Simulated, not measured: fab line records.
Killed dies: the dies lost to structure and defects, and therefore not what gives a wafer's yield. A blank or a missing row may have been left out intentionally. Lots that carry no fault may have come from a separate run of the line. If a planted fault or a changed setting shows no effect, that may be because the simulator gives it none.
Which tool was responsible? + flow gf180mcu + 45 wafers from 15 lots sampled at 3 of the route's 602 steps

== WHAT EACH GAUGE READ, for each wafer ==
GF_M5_CD_MEAS_07: the cd target is 280 nm. Usual: cd-nm at 279.7 nm, with a standard deviation of 1.3.
| lot  | measured     | on        | cd-nm (nm)        | flag |
|------|--------------|-----------|-------------------|------|
| L743 | day 26 03:58 | cd-sem-01 | 280.6 279.4 280.4 |      |
| L745 | day 27 01:42 | cd-sem-02 | 276.9 277.8 278.2 |      |
| L748 | day 28 02:44 | cd-sem-02 | 276.8 278.2 276.7 |      |
| L747 | day 28 04:14 | cd-sem-01 | 281.0 280.6 280.2 |      |
| L750 | day 28 23:20 | cd-sem-02 | 279.8 279.6 279.1 |      |
| L753 | day 29 18:15 | cd-sem-01 | 279.3 278.3 279.0 |      |
| L752 | day 30 00:40 | cd-sem-01 | 278.6 279.0 279.1 |      |
| L755 | day 30 11:40 | cd-sem-02 | 281.2 280.3 280.5 |      |
| L757 | day 30 22:59 | cd-sem-01 | 279.7 280.6 280.5 |      |
| L758 | day 31 07:13 | cd-sem-01 | 279.5 279.9 279.4 |      |
| L760 | day 31 12:41 | cd-sem-02 | 281.2 280.2 280.5 |      |
| L759 | day 31 13:51 | cd-sem-02 | 279.4 278.8 278.5 |      |
| L761 | day 31 18:22 | cd-sem-02 | 280.9 281.6 280.6 |      |
| L762 | day 31 19:32 | cd-sem-02 | 280.5 282.2 279.9 |      |
| L764 | day 31 21:44 | cd-sem-02 | 281.7 281.4 280.9 |      |

GF_V5_THK_MEAS_01. Usual: V5_CVD_00_THK 298.0 nm, standard deviation 2.8.
| lot  | measured     | on            | V5_CVD_00_THK (nm) | flag |
|------|--------------|---------------|--------------------|------|
| L743 | day 26 04:52 | film-metro-04 | 297.5 296.5 301.2  |      |
| L745 | day 27 02:32 | film-metro-02 | 299.7 297.7 297.6  |      |
| L748 | day 28 03:37 | film-metro-02 | 298.0 294.4 297.8  |      |
| L747 | day 28 05:07 | film-metro-02 | 300.2 303.1 299.0  |      |
| L750 | day 29 00:11 | film-metro-02 | 299.3 295.8 296.9  |      |
| L753 | day 29 19:13 | film-metro-02 | 300.1 301.6 301.9  |      |
| L752 | day 30 01:40 | film-metro-01 | 299.2 296.7 299.6  |      |
| L755 | day 30 12:31 | film-metro-04 | 300.2 294.9 295.9  |      |
| L757 | day 30 23:50 | film-metro-02 | 295.8 294.3 296.0  |      |
| L758 | day 31 20:09 | film-metro-04 | 301.2 294.0 293.5  |      |
| L760 | day 31 21:35 | film-metro-02 | 299.0 297.7 295.3  |      |
| L759 | day 31 21:39 | film-metro-02 | 297.5 301.2 301.2  |      |
| L761 | day 31 23:44 | film-metro-01 | 302.1 298.9 303.2  |      |
| L762 | day 31 23:36 | film-metro-01 | 298.0 298.8 300.0  |      |
| L764 | day 32 00:08 | film-metro-01 | 301.6 295.9 302.7  |      |

== TOOL THAT RAN EACH LOT (tool first, then ch and the chambers of the sampled wafers, then the start) ==
| lot  | GF_M5_STRIP_11                       |
|------|--------------------------------------|
| L743 | plasma-asher-03 ch 0, day 26 04:14   |
| L745 | plasma-asher-03 ch 0,1, day 27 01:58 |
| L748 | plasma-asher-03 ch 0,1, day 28 03:01 |
| L747 | plasma-asher-02 ch 0, day 28 04:32   |
| L750 | plasma-asher-02 ch 0,1, day 28 23:37 |
| L753 | plasma-asher-03 ch 0,1, day 29 18:38 |
| L752 | plasma-asher-03 ch 0,1, day 30 01:02 |
| L755 | plasma-asher-04 ch 1, day 30 11:56   |
| L757 | plasma-asher-02 ch 0,1, day 30 23:16 |
| L758 | plasma-asher-03 ch 0, day 31 18:48   |
| L760 | plasma-asher-03 ch 0,1, day 31 19:28 |
| L759 | plasma-asher-03 ch 0,1, day 31 19:43 |
| L761 | plasma-asher-03 ch 0,1, day 31 20:59 |
| L762 | plasma-asher-03 ch 0,1, day 31 21:17 |
| L764 | plasma-asher-03 ch 0,1, day 31 22:01 |
- GF_M5_STRIP_11: strips in O2/N2.

== AS READ BY THE TOOLS THEMSELVES (means over the sampled wafers that have a number; for cases with no such wafer, the mark the record gives instead) ==
GF_M5_STRIP_11. Usual: drypump-motor-current-A 6.0 A, standard deviation 0.54; heater-power-w 323 W, standard deviation 21; oes-product-au 0.542 a.u., standard deviation 0.0049; strip-time-to-endpoint-s 7.51 s, standard deviation 0.045.
| lot  | tool            | drypump-motor-current-A (A) | heater-power-w (W) | oes-product-au (a.u.) | strip-time-to-endpoint-s (s) | flag |
|------|-----------------|-----------------------------|--------------------|-----------------------|------------------------------|------|
| L743 | plasma-asher-03 | 5.8                         | 311                | 0.542                 | 7.51                         |      |
| L745 | plasma-asher-03 | 6.5                         | 336                | 0.541                 | 7.45                         |      |
| L748 | plasma-asher-03 | 6.1                         | 333                | 0.543                 | 7.51                         |      |
| L747 | plasma-asher-02 | 5.7                         | 314                | 0.541                 | 7.52                         |      |
| L750 | plasma-asher-02 | 6.2                         | 306                | 0.542                 | 7.50                         |      |
| L753 | plasma-asher-03 | 6.4                         | 343                | 0.535                 | 7.49                         |      |
| L752 | plasma-asher-03 | 6.1                         | 329                | 0.546                 | 7.55                         |      |
| L755 | plasma-asher-04 | 5.4                         | 321                | 0.540                 | 7.55                         |      |
| L757 | plasma-asher-02 | 6.2                         | 309                | 0.542                 | 7.53                         |      |
| L758 | plasma-asher-03 | 5.7                         | 310                | 0.545                 | 7.52                         |      |
| L760 | plasma-asher-03 | 6.5                         | 342                | 0.544                 | 7.54                         |      |
| L759 | plasma-asher-03 | 6.1                         | 324                | 0.539                 | 7.48                         |      |
| L761 | plasma-asher-03 | 6.1                         | 329                | 0.537                 | 7.48                         |      |
| L762 | plasma-asher-03 | 6.5                         | 336                | 0.541                 | 7.46                         |      |
| L764 | plasma-asher-03 | 6.4                         | 340                | 0.545                 | 7.55                         |      |

== THE ANSWER, worked out from the rows above alone ==
Rule: a lot counts as off when the mean over its wafers that have a number is more than 3 standard deviations away from the usual mean. A lot without any number at a reading at which 4 lots or more have one is off too. The other lots that the step has rows for count as sound. After the gauges, taken in route order, come the tools' own readings; for these a lot's mean is taken, as printed above. At the first step where some lot is off, the reading lying furthest off is the one used; lots without a number count as furthest.
Across all readings shown, no lot is off: no conclusion can be drawn from this.

== WHAT THE SIMULATOR HAD PUT IN ==
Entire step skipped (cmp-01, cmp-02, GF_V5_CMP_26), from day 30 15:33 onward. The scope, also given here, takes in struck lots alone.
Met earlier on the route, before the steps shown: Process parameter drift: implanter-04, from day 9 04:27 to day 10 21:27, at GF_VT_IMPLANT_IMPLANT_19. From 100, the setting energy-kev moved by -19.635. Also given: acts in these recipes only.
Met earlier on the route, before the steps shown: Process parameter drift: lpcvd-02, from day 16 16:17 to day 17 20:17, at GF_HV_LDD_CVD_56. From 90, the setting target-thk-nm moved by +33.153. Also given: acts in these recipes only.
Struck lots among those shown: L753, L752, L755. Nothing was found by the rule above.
